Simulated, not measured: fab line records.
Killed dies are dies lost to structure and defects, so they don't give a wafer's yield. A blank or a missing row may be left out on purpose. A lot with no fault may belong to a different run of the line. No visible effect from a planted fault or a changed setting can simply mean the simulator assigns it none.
What tool caused it? :: flow sky130 :: 33 wafers from 11 lots sampled at 2 of the route's 708 steps

== WHAT THE GAUGES SHOWED, per wafer ==
SKY_VT_ADJUST_HVTP_CD_MEAS_07 targets a cd of 380 nm.
lot: L190
measured: day 6 01:46
on: cdSem-01
cdNm (nm): 379.8 377.7 381.5

lot: L191
measured: day 6 07:47
on: cdSem-01
cdNm (nm): 379.3 378.9 379.0

lot: L192
measured: day 6 14:19
on: cdSem-01
cdNm (nm): 381.2 383.1 378.6

lot: L196
measured: day 7 17:23
on: cdSem-02
cdNm (nm): 377.5 377.7 378.3

lot: L200
measured: day 8 19:28
on: cdSem-02
cdNm (nm): 356.7 353.1 380.1

lot: L201
measured: day 8 20:04
on: cdSem-02
cdNm (nm): 350.3 351.5 379.9

lot: L204
measured: day 9 15:35
on: cdSem-02
cdNm (nm): 380.2 379.0 380.8

lot: L205
measured: day 10 01:08
on: cdSem-01
cdNm (nm): 381.9 381.6 382.9

lot: L212
measured: day 12 01:49
on: cdSem-01
cdNm (nm): 374.1 377.7 377.4

lot: L211
measured: day 12 02:10
on: cdSem-01
cdNm (nm): 381.4 381.2 379.1

lot: L213
measured: day 12 11:32
on: cdSem-01
cdNm (nm): 377.8 375.9 377.2

== TOOL THAT RAN EACH LOT (tool first, then ch and the chambers of the sampled wafers, then the start) ==
lot: L190
SKY_VT_ADJUST_HVTP_EXPOSE_04: ilineStepper-01 ch 0, day 5 17:24

lot: L191
SKY_VT_ADJUST_HVTP_EXPOSE_04: ilineStepper-02 ch 0, day 5 22:32

lot: L192
SKY_VT_ADJUST_HVTP_EXPOSE_04: ilineStepper-01 ch 0, day 6 04:29

lot: L196
SKY_VT_ADJUST_HVTP_EXPOSE_04: ilineStepper-01 ch 0, day 7 08:40

lot: L200
SKY_VT_ADJUST_HVTP_EXPOSE_04: ilineStepper-02 ch 0, day 8 09:34

lot: L201
SKY_VT_ADJUST_HVTP_EXPOSE_04: ilineStepper-02 ch 0, day 8 10:10

lot: L204
SKY_VT_ADJUST_HVTP_EXPOSE_04: ilineStepper-01 ch 0, day 9 05:27

lot: L205
SKY_VT_ADJUST_HVTP_EXPOSE_04: ilineStepper-01 ch 0, day 9 14:14

lot: L212
SKY_VT_ADJUST_HVTP_EXPOSE_04: ilineStepper-02 ch 0, day 11 13:58

lot: L211
SKY_VT_ADJUST_HVTP_EXPOSE_04: ilineStepper-02 ch 0, day 11 14:31

lot: L213
SKY_VT_ADJUST_HVTP_EXPOSE_04: ilineStepper-01 ch 0, day 11 23:18
- SKY_VT_ADJUST_HVTP_EXPOSE_04: exposes mask HVTPM, target cd 380 nm.

== THE ANSWER, worked out from the rows above alone ==
Rule: usual is defined by the lots themselves. Put in order of their means at a reading, lots are off if they are a third of the lots or fewer, leave a main group of 4 or more, and stand apart from it by a gap of 3 or more times the standard deviation of the main group's means; of several such gaps the widest counts. If all means in a main group match to the digits the tables above print for the reading, that group is not used. A lot without any number at a reading at which 4 lots or more have one is off too. Where the step has rows for the other lots, those lots are counted as sound.
Off, at SKY_VT_ADJUST_HVTP_CD_MEAS_07 on cdNm: L200, L201. For the main group the mean is 379.3 nm and the standard deviation 1.8.
If a tool, at a process step before that reading, ran all the lots that are off and no sound lot after the first of them, it fits. Those tools and the gauges at SKY_VT_ADJUST_HVTP_CD_MEAS_07 are tried in the same way. Of those tried, none fits.

== WHAT THE SIMULATOR HAD PUT IN ==
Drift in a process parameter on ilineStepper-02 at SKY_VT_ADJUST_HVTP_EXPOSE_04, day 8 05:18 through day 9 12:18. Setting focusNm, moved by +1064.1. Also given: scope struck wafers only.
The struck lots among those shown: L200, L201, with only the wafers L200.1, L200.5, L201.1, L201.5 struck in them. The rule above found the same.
